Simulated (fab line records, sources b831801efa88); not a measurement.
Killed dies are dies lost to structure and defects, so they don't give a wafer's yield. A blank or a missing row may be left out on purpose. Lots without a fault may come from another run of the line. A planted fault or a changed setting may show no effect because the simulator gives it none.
fab line records | flow gf180mcu
record lots=5 wafers=15 last_day=34
route steps=602 shown HV_LDD@202 NSD@235
lots that met no fault: from a run of the same line without faults
start_h: hours from the record's first day to the start of the lot's first wafer shown | wait_h: hours since the lot's step before | " the same as in the row above | L1.1+2: a row that stands for several wafers | - no value, or no start given | * or withheld: withheld | < > ~ a bound
route shown NAME@n: a module of which the file shows steps, and the number in the route of the first | usual: mean/standard deviation of fault-free wafers | same: alike in all rows | chamber/n: place in a boat | sites: the reading at each site | _std_site: their standard deviation | _edge_site: outer sites' mean less inner sites' | radius_mm: how far each site lies from the wafer's centre | mask NAME#n: copy n | behind: the tool/chamber that last shaped the wafer | hold: why the lot was held/for how many hours/how that ended | device: the transistor (n, p or np) that didn't switch | end of line: the same wafers' tests at the end of the route | a step without rows: its recipe alone | killed: dies lost to structure and defects at the first sort, not the wafer's yield | map: a wafer's dies, x killed, . not, _ none there
set.NAME: the setting as run; set.NAME@STEP: as run at that earlier step | model.NAME: the simulator's own value behind a step, which no gauge read
lots at some steps of the route; a table a step, a row a wafer
services: from which hour (start_h, from the record's first day; less than 0 if before it) a tool's chamber was out of use, for how many hours, and why
## steps
# step GF_HV_LDD_COAT_26
# recipe resist=NOVOLAK spin_rpm=3000 resist_thk_nm=1000
# usual dispense_pressure_kPa=51.5/1.3 resist_line_temp_C=23.02/0.11 spin_speed_rpm=3000.5/1.9
# columns lot.wafer tool chamber start_h wait_h dispense_pressure_kPa resist_line_temp_C spin_speed_rpm
L074.1 litho_track-02 0 248.03 0.1 51.0 22.85 3003.7
L074.5 " 0 " " 51.0 22.95 2999.9
L074.6 " 0 " " 51.0 22.82 2998.3
L082.4 litho_track-03 0 310.39 0.1 50.3 23.06 2999.1
L082.5 " 0 " " 50.4 23.03 2998.7
L082.6 " 0 " " 50.3 23.17 2998.2
L088.3 litho_track-03 0 351.91 0.1 50.3 23.01 2999.9
L088.4 " 0 " " 50.3 23.19 3001.7
L088.6 " 0 " " 50.3 23.00 3001.9
L090.1 litho_track-02 0 368.38 0.1 51.1 23.01 2994.4
L090.5 " 0 " " 51.1 22.95 2997.4
L090.6 " 0 " " 51.1 22.97 3003.7
L097.1 litho_track-01 0 416.19 0.1 53.5 23.12 2999.3
L097.2 " 0 " " 53.4 23.07 2999.8
L097.4 " 0 " " 53.4 23.12 3001.6
# step GF_HV_LDD_SOFTBAKE_27
# recipe temp_c=90 time_s=60 resist=NOVOLAK
# usual resist_line_temp_C=22.99/0.1
# columns lot.wafer tool chamber start_h wait_h resist_line_temp_C
L074.1 litho_track-02 0 248.18 0.1 22.91
L074.5 " 0 " " 22.84
L074.6 " 0 " " 23.00
L082.4 litho_track-03 0 310.54 0.1 22.98
L082.5 " 0 " " 22.95
L082.6 " 0 " " 22.96
L088.3 litho_track-03 0 352.06 0.1 22.98
L088.4 " 0 " " 22.94
L088.6 " 0 " " 23.00
L090.1 litho_track-02 0 368.53 0.1 23.10
L090.5 " 0 " " 23.07
L090.6 " 0 " " 23.08
L097.1 litho_track-01 0 416.34 0.1 22.91
L097.2 " 0 " " 22.90
L097.4 " 0 " " 22.86
# step GF_HV_LDD_EXPOSE_28
# recipe mask_id=Nplus_HV_AREA target_cd_nm=400 na=0.6 source_shape=conventional sigma_outer=0.6 dose_mj=140
# same sigma_outer=0.6
# columns lot.wafer tool chamber start_h wait_h mask
L074.1+5+6 iline_stepper-02 0 - - Nplus_HV_AREA#0
L082.4+5+6 iline_stepper-02 0 - - Nplus_HV_AREA#0
L088.3+4+6 iline_stepper-01 0 - - Nplus_HV_AREA#0
L090.1+5+6 iline_stepper-02 0 - - Nplus_HV_AREA#0
L097.1+2+4 iline_stepper-02 0 - - Nplus_HV_AREA#0
# step GF_HV_LDD_PEB_29
# recipe temp_c=withheld time_s=* resist=NOVOLAK
# usual resist_line_temp_C=*
# columns lot.wafer tool chamber start_h wait_h resist_line_temp_C
L074.1 litho_track-03 0 - - *
L074.5 " 0 " " *
L074.6 " 0 " " *
L082.4 litho_track-01 0 - - *
L082.5 " 0 " " *
L082.6 " 0 " " *
L088.3 litho_track-02 0 - - *
L088.4 " 0 " " *
L088.6 " 0 " " *
L090.1 litho_track-02 0 - - *
L090.5 " 0 " " *
L090.6 " 0 " " *
L097.1 litho_track-03 0 - - *
L097.2 " 0 " " *
L097.4 " 0 " " *
# step GF_HV_LDD_DEVELOP_30
# recipe develop_time_s=60 dev_temp_c=23
# usual resist_line_temp_C=23.01/0.098
# columns lot.wafer tool chamber start_h wait_h resist_line_temp_C
L074.1 litho_track-03 0 257.57 0.1 23.02
L074.5 " 0 " " 23.20
L074.6 " 0 " " 23.11
L082.4 litho_track-01 0 321.07 0.1 22.88
L082.5 " 0 " " 22.97
L082.6 " 0 " " 22.83
L088.3 litho_track-02 0 363.18 0.1 22.99
L088.4 " 0 " " 22.93
L088.6 " 0 " " 23.12
L090.1 litho_track-02 0 378.83 0.1 22.95
L090.5 " 0 " " 23.06
L090.6 " 0 " " 22.98
L097.1 litho_track-03 0 428.01 0.1 23.04
L097.2 " 0 " " 22.91
L097.4 " 0 " " 22.99
# step GF_HV_LDD_CD_MEAS_31
# recipe target_cd_nm=400
# usual cd_nm=400.3/2.5
# columns lot.wafer tool chamber start_h wait_h cd_nm
L074.1 cd_sem-01 - 257.72 0.1 400.4
L074.5 " - " " 398.0
L074.6 " - " " 398.8
L082.4 cd_sem-01 - 321.20 0.1 402.4
L082.5 " - " " 401.9
L082.6 " - " " 400.9
L088.3 cd_sem-01 - 363.32 0.1 397.0
L088.4 " - " " 401.2
L088.6 " - " " 401.2
L090.1 cd_sem-02 - 378.98 0.1 401.9
L090.5 " - " " 402.6
L090.6 " - " " 401.3
L097.1 cd_sem-02 - 428.16 0.1 401.6
L097.2 " - " " 401.2
L097.4 " - " " 399.4
# step GF_HV_LDD_OVL_MEAS_32
# usual HV_LDD_02_OVL=0.8/1.4
# columns lot.wafer tool chamber start_h wait_h HV_LDD_02_OVL[nm]
L074.1 overlay-02 - 257.84 0.1 -1.2
L074.5 " - " " -2.2
L074.6 " - " " -0.1
L082.4 overlay-01 - 321.28 0.1 2.5
L082.5 " - " " 0.5
L082.6 " - " " -0.2
L088.3 overlay-01 - 363.41 0.1 0.1
L088.4 " - " " -0.3
L088.6 " - " " -0.5
L090.1 overlay-02 - 379.10 0.1 -0.6
L090.5 " - " " -0.1
L090.6 " - " " -1.1
L097.1 overlay-02 - 428.28 0.1 -0.1
L097.2 " - " " 1.4
L097.4 " - " " 1.9
# step GF_HV_LDD_IMPLANT_33
# recipe species=P energy_kev=60 dose_cm2=7.5e+12 tilt_deg=30 rotation_deg=0
# columns lot.wafer tool chamber start_h wait_h
L074.1+5+6 implanter-02 0 257.87 0.0
L082.4+5+6 implanter-02 0 321.37 0.1
L088.3+4+6 implanter-04 0 363.49 0.1
L090.1+5+6 implanter-01 0 379.14 0.0
L097.1+2+4 implanter-02 0 428.32 0.0
# step GF_HV_LDD_IMPLANT_34
# recipe species=P energy_kev=60 dose_cm2=7.5e+12 tilt_deg=30 rotation_deg=90
# columns lot.wafer tool chamber start_h wait_h
L074.1+5+6 implanter-02 0 258.02 0.1
L082.4+5+6 implanter-02 0 321.52 0.1
L088.3+4+6 implanter-04 0 363.64 0.1
L090.1+5+6 implanter-01 0 379.29 0.1
L097.1+2+4 implanter-02 0 428.47 0.1
# step GF_HV_LDD_IMPLANT_35
# recipe species=P energy_kev=60 dose_cm2=7.5e+12 tilt_deg=30 rotation_deg=180
# columns lot.wafer tool chamber start_h wait_h
L074.1+5+6 implanter-02 0 258.17 0.1
L082.4+5+6 implanter-02 0 321.67 0.1
L088.3+4+6 implanter-04 0 363.79 0.1
L090.1+5+6 implanter-01 0 379.44 0.1
L097.1+2+4 implanter-02 0 428.62 0.1
# step GF_HV_LDD_IMPLANT_36
# recipe species=P energy_kev=60 dose_cm2=7.5e+12 tilt_deg=30 rotation_deg=270
# columns lot.wafer tool chamber start_h wait_h
L074.1+5+6 implanter-02 0 258.32 0.1
L082.4+5+6 implanter-02 0 321.82 0.1
L088.3+4+6 implanter-04 0 363.94 0.1
L090.1+5+6 implanter-01 0 379.59 0.1
L097.1+2+4 implanter-02 0 428.77 0.1
# step GF_HV_LDD_STRIP_37
# recipe chemistry=O2/N2 power_w=1400 pressure_mtorr=1500 platen_temp_c=250 o2_flow_sccm=3000 n2_flow_sccm=300 overash_fraction=0.5
# usual drypump_motor_current_A=5.5/0.55 heater_power_w=321/35 oes_product_au=0.715/0.0039 strip_time_to_endpoint_s=12.63/0.037
# columns lot.wafer tool chamber start_h wait_h drypump_motor_current_A heater_power_w oes_product_au rf_hours_counter_h strip_time_to_endpoint_s
L074.1 plasma_asher-02 0 258.47 0.1 4.9 317 0.712 45 12.62
L074.5 " 1 " " 5.8 306 0.721 - 12.66
L074.6 " 0 " " 4.8 318 0.711 - 12.68
L082.4 plasma_asher-03 0 321.93 0.1 5.2 399 0.713 - 12.57
L082.5 " 0 " " 5.2 404 0.721 - 12.59
L082.6 " 1 " " 6.0 308 0.718 - 12.56
L088.3 plasma_asher-02 0 364.07 0.1 4.8 320 0.711 - 12.61
L088.4 " 1 " " 5.9 308 0.716 - 12.58
L088.6 " 1 " " 5.8 303 0.709 - 12.62
L090.1 plasma_asher-02 0 379.74 0.1 4.9 327 0.715 58 12.65
L090.5 " 1 " " 5.8 306 0.717 - 12.63
L090.6 " 0 " " 4.8 313 0.716 - 12.69
L097.1 plasma_asher-02 1 428.92 0.1 5.8 297 0.723 63 12.59
L097.2 " 0 " " 4.9 320 0.715 63 12.60
L097.4 " 0 " " 4.9 321 0.711 - 12.58
# step GF_HV_LDD_TW_MEAS_38
# usual HV_LDD_3_TW=1446/14
# columns lot.wafer tool chamber start_h wait_h HV_LDD_3_TW
L074.1 film_metro-04 - 258.57 0.1 1426
L074.5 " - " " 1426
L074.6 " - " " 1428
L082.4 film_metro-03 - 322.03 0.1 1464
L082.5 " - " " 1464
L082.6 " - " " 1459
L088.3 film_metro-02 - 364.16 0.1 1438
L088.4 " - " " 1436
L088.6 " - " " 1427
L090.1 film_metro-03 - 379.84 0.1 1461
L090.5 " - " " 1463
L090.6 " - " " 1471
L097.1 film_metro-04 - 429.02 0.1 1434
L097.2 " - " " 1442
L097.4 " - " " 1441
# step GF_HV_LDD_DEHYDRATE_39
# recipe temp_c=200 time_s=60
# usual resist_line_temp_C=23.00/0.12
# columns lot.wafer tool chamber start_h wait_h resist_line_temp_C
L074.1 litho_track-02 0 267.28 8.7 22.98
L074.5 " 0 " " 22.98
L074.6 " 0 " " 23.05
L082.4 litho_track-02 0 331.41 9.4 23.15
L082.5 " 0 " " 23.05
L082.6 " 0 " " 22.96
L088.3 litho_track-01 0 374.69 10.5 22.92
L088.4 " 0 " " 23.07
L088.6 " 0 " " 23.17
L090.1 litho_track-02 0 391.28 11.4 23.10
L090.5 " 0 " " 23.24
L090.6 " 0 " " 23.05
L097.1 litho_track-02 0 440.88 11.8 23.04
L097.2 " 0 " " 23.10
L097.4 " 0 " " 23.22
# step GF_HV_LDD_HMDS_40
# recipe prime_time_s=60 prime_temp_c=120
# usual resist_line_temp_C=23.00/0.09
# columns lot.wafer tool chamber start_h wait_h resist_line_temp_C
L074.1 litho_track-02 0 267.43 0.1 23.10
L074.5 " 0 " " 23.06
L074.6 " 0 " " 22.91
L082.4 litho_track-02 0 331.56 0.1 23.11
L082.5 " 0 " " 22.98
L082.6 " 0 " " 23.11
L088.3 litho_track-01 0 374.84 0.1 22.92
L088.4 " 0 " " 23.08
L088.6 " 0 " " 23.00
L090.1 litho_track-02 0 391.43 0.1 23.08
L090.5 " 0 " " 23.09
L090.6 " 0 " " 22.74
L097.1 litho_track-02 0 441.03 0.1 22.98
L097.2 " 0 " " 22.97
L097.4 " 0 " " 22.89
# step GF_HV_LDD_COAT_41
# recipe resist=NOVOLAK spin_rpm=3000 resist_thk_nm=1000
# usual dispense_pressure_kPa=51.8/1.3 resist_line_temp_C=23.03/0.13 spin_speed_rpm=3000.5/1.7
# columns lot.wafer tool chamber start_h wait_h dispense_pressure_kPa resist_line_temp_C spin_speed_rpm
L074.1 litho_track-02 0 267.58 0.1 51.1 23.18 3001.5
L074.5 " 0 " " 51.1 23.26 2998.4
L074.6 " 0 " " 51.1 23.26 2999.0
L082.4 litho_track-02 0 331.71 0.1 51.1 22.94 2998.9
L082.5 " 0 " " 51.1 23.14 2999.8
L082.6 " 0 " " 51.1 23.23 2998.0
L088.3 litho_track-01 0 374.99 0.1 53.4 23.12 3001.7
L088.4 " 0 " " 53.5 23.09 3003.2
L088.6 " 0 " " 53.4 23.13 3003.5
L090.1 litho_track-02 0 391.58 0.1 51.1 22.82 3000.6
L090.5 " 0 " " 51.1 22.87 2999.6
L090.6 " 0 " " 51.1 22.78 2999.7
L097.1 litho_track-02 0 441.18 0.1 51.0 22.92 2998.1
L097.2 " 0 " " 51.0 23.07 3001.6
L097.4 " 0 " " 51.0 23.15 3000.2
# step GF_HV_LDD_SOFTBAKE_42
# recipe temp_c=90 time_s=60 resist=NOVOLAK
# usual resist_line_temp_C=22.98/0.11
# columns lot.wafer tool chamber start_h wait_h resist_line_temp_C
L074.1 litho_track-02 0 267.73 0.1 23.02
L074.5 " 0 " " 23.19
L074.6 " 0 " " 23.23
L082.4 litho_track-02 0 331.86 0.1 22.78
L082.5 " 0 " " 22.98
L082.6 " 0 " " 23.03
L088.3 litho_track-01 0 375.14 0.1 23.14
L088.4 " 0 " " 22.99
L088.6 " 0 " " 23.02
L090.1 litho_track-02 0 391.73 0.1 22.85
L090.5 " 0 " " 22.96
L090.6 " 0 " " 23.08
L097.1 litho_track-02 0 441.33 0.1 22.83
L097.2 " 0 " " 22.99
L097.4 " 0 " " 22.86
# step GF_HV_LDD_EXPOSE_43
# recipe mask_id=Pplus_HV_AREA target_cd_nm=400 na=0.6 source_shape=conventional sigma_outer=0.6 dose_mj=140
# same sigma_outer=0.6
# columns lot.wafer tool chamber start_h wait_h mask
L074.1+5+6 iline_stepper-01 0 - - Pplus_HV_AREA#0
L082.4+5+6 iline_stepper-01 0 - - Pplus_HV_AREA#0
L088.3+4+6 iline_stepper-02 0 - - Pplus_HV_AREA#0
L090.1+5+6 iline_stepper-02 0 - - Pplus_HV_AREA#0
L097.1+2+4 iline_stepper-01 0 - - Pplus_HV_AREA#0
# step GF_HV_LDD_PEB_44
# recipe temp_c=withheld time_s=* resist=NOVOLAK
# usual resist_line_temp_C=*
# columns lot.wafer tool chamber start_h wait_h resist_line_temp_C
L074.1 litho_track-03 0 - - *
L074.5 " 0 " " *
L074.6 " 0 " " *
L082.4 litho_track-02 0 - - *
L082.5 " 0 " " *
L082.6 " 0 " " *
L088.3 litho_track-01 0 - - *
L088.4 " 0 " " *
L088.6 " 0 " " *
L090.1 litho_track-01 0 - - *
L090.5 " 0 " " *
L090.6 " 0 " " *
L097.1 litho_track-01 0 - - *
L097.2 " 0 " " *
L097.4 " 0 " " *
# step GF_HV_LDD_DEVELOP_45
# recipe develop_time_s=60 dev_temp_c=23
# usual resist_line_temp_C=22.98/0.12
# columns lot.wafer tool chamber start_h wait_h resist_line_temp_C
L074.1 litho_track-03 0 277.42 0.1 22.83
L074.5 " 0 " " 22.83
L074.6 " 0 " " 22.81
L082.4 litho_track-02 0 342.51 0.1 23.12
L082.5 " 0 " " 23.01
L082.6 " 0 " " 23.07
L088.3 litho_track-01 0 386.19 0.1 23.04
L088.4 " 0 " " 22.82
L088.6 " 0 " " 22.94
L090.1 litho_track-01 0 402.44 0.1 22.85
L090.5 " 0 " " 22.87
L090.6 " 0 " " 22.95
L097.1 litho_track-01 0 453.44 0.1 23.22
L097.2 " 0 " " 23.26
L097.4 " 0 " " 23.18
# step GF_HV_LDD_CD_MEAS_46
# recipe target_cd_nm=400
# usual cd_nm=400.5/2.6
# columns lot.wafer tool chamber start_h wait_h cd_nm
L074.1 cd_sem-01 - 277.57 0.1 403.1
L074.5 " - " " 405.6
L074.6 " - " " 405.1
L082.4 cd_sem-02 - 342.64 0.1 398.0
L082.5 " - " " 398.3
L082.6 " - " " 399.6
L088.3 cd_sem-02 - 386.33 0.1 401.5
L088.4 " - " " 403.0
L088.6 " - " " 403.9
L090.1 cd_sem-02 - 402.59 0.1 400.9
L090.5 " - " " 398.0
L090.6 " - " " 399.5
L097.1 cd_sem-02 - 453.59 0.1 403.5
L097.2 " - " " 401.8
L097.4 " - " " 402.6
# step GF_HV_LDD_OVL_MEAS_47
# usual HV_LDD_03_OVL=0.5/1.2
# columns lot.wafer tool chamber start_h wait_h HV_LDD_03_OVL[nm]
L074.1 overlay-02 - 277.69 0.1 -2.9
L074.5 " - " " -0.5
L074.6 " - " " 1.3
L082.4 overlay-01 - 342.72 0.1 2.3
L082.5 " - " " 0.6
L082.6 " - " " -0.7
L088.3 overlay-02 - 386.42 0.1 0.5
L088.4 " - " " 0.5
L088.6 " - " " 1.9
L090.1 overlay-01 - 402.71 0.1 1.4
L090.5 " - " " 0.9
L090.6 " - " " 0.9
L097.1 overlay-02 - 453.71 0.1 0.7
L097.2 " - " " -0.1
L097.4 " - " " 1.0
# step GF_HV_LDD_IMPLANT_48
# recipe species=B energy_kev=25 dose_cm2=3e+13 tilt_deg=7
# columns lot.wafer tool chamber start_h wait_h
L074.1+5+6 implanter-01 0 277.72 0.0
L082.4+5+6 implanter-04 0 342.81 0.1
L088.3+4+6 implanter-02 0 386.50 0.1
L090.1+5+6 implanter-01 0 402.75 0.0
L097.1+2+4 implanter-04 0 453.74 0.0
# step GF_HV_LDD_STRIP_49
# recipe chemistry=O2/N2 power_w=1400 pressure_mtorr=1500 platen_temp_c=250 o2_flow_sccm=3000 n2_flow_sccm=300 overash_fraction=0.5
# usual drypump_motor_current_A=5.6/0.54 heater_power_w=328/41 oes_product_au=0.716/0.0052 strip_time_to_endpoint_s=12.62/0.047
# columns lot.wafer tool chamber start_h wait_h drypump_motor_current_A heater_power_w oes_product_au rf_hours_counter_h strip_time_to_endpoint_s
L074.1 plasma_asher-02 1 277.87 0.1 5.9 303 0.716 47 12.68
L074.5 " 0 " " 4.8 315 0.716 - 12.71
L074.6 " 1 " " 5.9 300 0.714 - 12.71
L082.4 plasma_asher-03 0 342.92 0.1 5.1 405 0.716 - 12.55
L082.5 " 1 " " 6.0 309 0.709 - 12.57
L082.6 " 0 " " 5.1 402 0.719 - 12.60
L088.3 plasma_asher-03 1 386.63 0.1 6.0 314 0.718 - 12.59
L088.4 " 0 " " 5.1 406 0.713 - 12.60
L088.6 " 0 " " 5.1 398 0.726 - 12.61
L090.1 plasma_asher-03 1 402.90 0.1 6.0 305 0.716 83 12.71
L090.5 " 0 " " 5.1 407 0.711 - 12.67
L090.6 " 1 " " 6.0 299 0.711 - 12.72
L097.1 plasma_asher-03 1 453.89 0.1 6.0 299 0.723 89 12.58
L097.2 " 0 " " 5.2 406 0.713 89 12.63
L097.4 " 1 " " 6.0 314 0.716 - 12.59
# step GF_HV_LDD_TW_MEAS_50
# usual HV_LDD_4_TW=573/5.1
# columns lot.wafer tool chamber start_h wait_h HV_LDD_4_TW
L074.1 film_metro-04 - 277.97 0.1 567
L074.5 " - " " 564
L074.6 " - " " 568
L082.4 film_metro-04 - 343.02 0.1 569
L082.5 " - " " 569
L082.6 " - " " 566
L088.3 film_metro-03 - 386.72 0.1 575
L088.4 " - " " 578
L088.6 " - " " 577
L090.1 film_metro-03 - 403.00 0.1 579
L090.5 " - " " 579
L090.6 " - " " 579
L097.1 film_metro-03 - 453.99 0.1 575
L097.2 " - " " 579
L097.4 " - " " 581
# step GF_HV_LDD_CLEAN_51
# recipe chemistry=SC1/SC2 mix=1:4:20 temp_c=70 time_s=150 dry=n2_spin
# columns lot.wafer tool chamber start_h wait_h
L074.1+5+6 wet_bench-02 2 278.03 0.1
L082.4+5+6 wet_bench-02 0 343.05 0.0
L088.3+4+6 wet_bench-02 2 386.76 0.0
L090.1+5+6 wet_bench-04 0 403.06 0.1
L097.1+2+4 wet_bench-03 2 454.05 0.1
# step GF_HV_LDD_RTA_52
# recipe temp_c=1000 time_s=10 ambient=N2
# usual lamp_power_pct=36/4.2 wafer_temp_C_max=1006.2/1.9
# columns lot.wafer tool chamber start_h wait_h lamp_power_pct wafer_temp_C_max
L074.1 rtp_anneal-01 0 278.09 0.0 29 1003.4
L074.5 " 0 " " 29 1003.3
L074.6 " 0 " " 29 1003.5
L082.4 rtp_anneal-02 0 343.13 0.0 38 1006.8
L082.5 " 0 " " 38 1009.0
L082.6 " 0 " " 38 1008.1
L088.3 rtp_anneal-01 0 386.83 0.0 29 1002.4
L088.4 " 0 " " 29 1003.5
L088.6 " 0 " " 29 1003.4
L090.1 rtp_anneal-02 0 403.11 0.0 38 1006.2
L090.5 " 0 " " 38 1009.1
L090.6 " 0 " " 38 1005.7
L097.1 rtp_anneal-01 0 454.10 0.0 29 1003.3
L097.2 " 0 " " 29 1003.6
L097.4 " 0 " " 29 1003.4
# step GF_HV_LDD_RS_MEAS_53
# recipe thk_meas_gauge=four-point-probe
# usual HV_LDD_RS=418.2/1.1
# columns lot.wafer tool chamber start_h wait_h HV_LDD_RS[ohm/sq]
L074.1 film_metro-04 - 278.15 0.1 418.3
L074.5 " - " " 418.0
L074.6 " - " " 418.6
L082.4 film_metro-04 - 343.22 0.1 417.6
L082.5 " - " " 416.6
L082.6 " - " " 417.1
L088.3 film_metro-02 - 386.91 0.1 418.8
L088.4 " - " " 418.7
L088.6 " - " " 419.0
L090.1 film_metro-04 - 403.17 0.1 417.6
L090.5 " - " " 416.7
L090.6 " - " " 418.0
L097.1 film_metro-04 - 454.17 0.1 417.1
L097.2 " - " " 417.2
L097.4 " - " " 416.6
# step GF_HV_LDD_CVD_54
# recipe material=SiO2 target_thk_nm=10 precursor=TEOS temp_c=680 time_s=75 pressure_mtorr=400
# usual spike_tc_bottom_C=704/3.2 spike_tc_centre_C=680.2/1.2 susceptor_temp_C=680.0/0.33
# columns lot.wafer tool chamber start_h wait_h spike_tc_bottom_C spike_tc_centre_C susceptor_temp_C
L074.1 lpcvd-01 1 278.27 0.1 702 681.7 680.0
L074.5 " 1 " " 702 682.1 680.2
L074.6 " 1 " " 702 679.1 680.2
L082.4 lpcvd-02 1 343.28 0.0 706 678.8 680.3
L082.5 " 1 " " 704 680.0 679.8
L082.6 " 1 " " 704 680.6 679.8
L088.3 lpcvd-02 0 386.99 0.1 699 681.6 680.3
L088.4 " 0 " " 701 681.7 680.2
L088.6 " 0 " " 699 680.6 679.9
L090.1 lpcvd-01 1 403.56 0.4 702 682.1 679.8
L090.5 " 1 " " 702 680.6 680.0
L090.6 " 1 " " 703 681.2 680.0
L097.1 lpcvd-02 0 454.29 0.1 699 681.4 679.6
L097.2 " 0 " " 701 680.8 680.1
L097.4 " 0 " " 701 680.1 679.7
# step GF_HV_LDD_THK_MEAS_55
# recipe reads=SiO2_of_HV_LDD_CVD_54
# usual HV_LDD_CVD_54_THK=9.98/0.13
# columns lot.wafer tool chamber start_h wait_h HV_LDD_CVD_54_THK[nm]
L074.1 film_metro-03 - 279.80 0.0 9.91
L074.5 " - " " 10.13
L074.6 " - " " 9.96
L082.4 film_metro-03 - 344.84 0.0 10.02
L082.5 " - " " 10.06
L082.6 " - " " 10.31
L088.3 film_metro-02 - 388.03 0.0 10.17
L088.4 " - " " 10.11
L088.6 " - " " 10.30
L090.1 film_metro-04 - 404.58 0.0 10.20
L090.5 " - " " 10.05
L090.6 " - " " 10.06
L097.1 film_metro-04 - 455.31 0.0 9.86
L097.2 " - " " 9.90
L097.4 " - " " 9.83
# step GF_HV_LDD_CVD_56
# recipe material=Si3N4 precursor=DCS/NH3 target_thk_nm=90 temp_c=770 time_s=1543 pressure_mtorr=250
# usual spike_tc_bottom_C=792/3.3 spike_tc_centre_C=770.3/1.1 susceptor_temp_C=770.0/0.33
# columns lot.wafer tool chamber start_h wait_h spike_tc_bottom_C spike_tc_centre_C susceptor_temp_C
L074.1 lpcvd-02 0 279.86 0.1 789 769.0 770.2
L074.5 " 0 " " 789 772.2 770.2
L074.6 " 0 " " 789 771.4 770.2
L082.4 lpcvd-02 0 344.87 0.0 790 770.4 770.6
L082.5 " 0 " " 789 770.4 769.8
L082.6 " 0 " " 788 772.2 769.8
L088.3 lpcvd-02 1 388.07 0.0 795 769.7 769.5
L088.4 " 1 " " 795 769.9 769.7
L088.6 " 1 " " 793 768.7 769.6
L090.1 lpcvd-01 1 404.64 0.1 791 770.7 769.6
L090.5 " 1 " " 791 770.5 770.3
L090.6 " 1 " " 791 771.9 770.4
L097.1 lpcvd-01 0 455.37 0.1 796 771.5 769.8
L097.2 " 0 " " 796 769.7 769.8
L097.4 " 0 " " 799 769.0 770.4
# step GF_HV_LDD_THK_MEAS_57
# recipe reads=Si3N4_of_HV_LDD_CVD_56
# usual HV_LDD_CVD_56_THK=89.8/1
# columns lot.wafer tool chamber start_h wait_h HV_LDD_CVD_56_THK[nm]
L074.1 film_metro-04 - 281.29 0.0 87.2
L074.5 " - " " 87.6
L074.6 " - " " 87.3
L082.4 film_metro-03 - 347.05 0.0 89.7
L082.5 " - " " 88.8
L082.6 " - " " 89.9
L088.3 film_metro-04 - 389.52 0.0 91.0
L088.4 " - " " 91.1
L088.6 " - " " 90.9
L090.1 film_metro-02 - 406.07 0.0 89.4
L090.5 " - " " 90.2
L090.6 " - " " 89.6
L097.1 film_metro-04 - 456.80 0.0 90.0
L097.2 " - " " 91.2
L097.4 " - " " 90.6
# step GF_HV_LDD_ETCHBACK_58
# recipe chemistry=CH3F/O2 target=Si3N4 stop_on=SiO2 source_w=400 bias_w=80 pressure_mtorr=25 ch3f_flow_sccm=40 O2_flow_sccm=30 time_s=100 target_depth_a=900
# usual drypump_motor_current_A=5.7/0.39 oes_product_au=0.842/0.0071 rf_fwd_power_W=397.5/1.4 throttle_valve_pct=10.560/0.0096
# columns lot.wafer tool chamber start_h wait_h drypump_motor_current_A oes_product_au rf_fwd_power_W rf_hours_counter_h throttle_valve_pct
L074.1 rie_diel-01 2 281.35 0.1 6.2 0.835 398.3 11 10.558
L074.5 " 0 " " 6.0 0.836 397.9 - 10.555
L074.6 " 1 " " 5.4 0.830 398.6 - 10.574
L082.4 rie_diel-04 0 347.08 0.0 5.3 0.843 398.0 1 10.559
L082.5 " 0 " " 5.3 0.834 399.2 - 10.551
L082.6 " 3 " " 6.4 0.844 399.9 - 10.563
L088.3 rie_diel-01 3 389.56 0.0 5.5 0.858 398.8 105 10.573
L088.4 " 0 " " 6.0 0.853 397.0 40 10.540
L088.6 " 2 " " 6.1 0.851 395.8 - 10.554
L090.1 rie_diel-03 3 406.13 0.1 5.6 0.837 397.2 66 10.569
L090.5 " 1 " " 6.1 0.842 398.7 - 10.560
L090.6 " 0 " " 5.5 0.842 396.9 - 10.556
L097.1 rie_diel-01 3 456.86 0.1 5.5 0.836 397.8 0 10.556
L097.2 " 0 " " 6.0 0.858 398.0 42 10.566
L097.4 " 2 " " 6.1 0.845 394.6 16 10.548
# step GF_NSD_DEHYDRATE_00
# recipe temp_c=200 time_s=60
# usual resist_line_temp_C=22.99/0.1
# columns lot.wafer tool chamber start_h wait_h resist_line_temp_C
L074.1 litho_track-03 0 290.67 9.3 23.07
L074.5 " 0 " " 23.17
L074.6 " 0 " " 22.98
L082.4 litho_track-03 0 357.29 10.2 22.94
L082.5 " 0 " " 23.03
L082.6 " 0 " " 23.14
L088.3 litho_track-03 0 400.31 10.7 22.94
L088.4 " 0 " " 22.88
L088.6 " 0 " " 22.98
L090.1 litho_track-02 0 417.38 11.2 22.94
L090.5 " 0 " " 22.80
L090.6 " 0 " " 23.03
L097.1 litho_track-03 0 468.51 11.6 23.04
L097.2 " 0 " " 23.05
L097.4 " 0 " " 22.81
# step GF_NSD_HMDS_01
# recipe prime_time_s=60 prime_temp_c=120
# usual resist_line_temp_C=22.97/0.12
# columns lot.wafer tool chamber start_h wait_h resist_line_temp_C
L074.1 litho_track-03 0 290.82 0.1 23.25
L074.5 " 0 " " 22.97
L074.6 " 0 " " 23.03
L082.4 litho_track-03 0 357.44 0.1 23.03
L082.5 " 0 " " 23.04
L082.6 " 0 " " 22.92
L088.3 litho_track-03 0 400.46 0.1 22.82
L088.4 " 0 " " 22.94
L088.6 " 0 " " 22.81
L090.1 litho_track-02 0 417.53 0.1 23.03
L090.5 " 0 " " 22.90
L090.6 " 0 " " 22.92
L097.1 litho_track-03 0 468.66 0.1 23.05
L097.2 " 0 " " 22.97
L097.4 " 0 " " 23.05
## services
# columns tool chamber start_h hours kind
rie_diel-03 0 252.56 2.8 repair
iline_stepper-01 - 255.79 0.5 repair
rie_diel-01 0 255.97 2.6 repair
rie_diel-04 1 256.93 3.0 repair
iline_stepper-02 - 262.78 1.7 pm
iline_stepper-02 - 272.23 1.7 repair
iline_stepper-01 - 279.33 1.7 pm
rie_diel-01 - 298.98 2.8 pm
rie_diel-01 0 306.25 5.1 repair
wet_bench-02 - 309.04 4.7 repair
rie_diel-01 - 311.39 3.1 repair
plasma_asher-03 - 314.43 0.8 repair
iline_stepper-02 - 328.91 0.6 repair
plasma_asher-02 - 362.67 1.3 repair
implanter-04 - 370.24 1.9 repair
iline_stepper-02 - 375.72 2.1 pm
rie_diel-01 2 378.06 2.3 repair
implanter-01 - 381.82 1.9 repair
lpcvd-02 - 384.60 1.4 repair
lpcvd-02 - 400.78 2.8 pm
plasma_asher-02 - 416.05 3.4 repair
lpcvd-01 - 428.97 0.8 pm
plasma_asher-03 - 432.87 0.5 repair
implanter-01 - 445.31 3.7 pm
## key
fault none
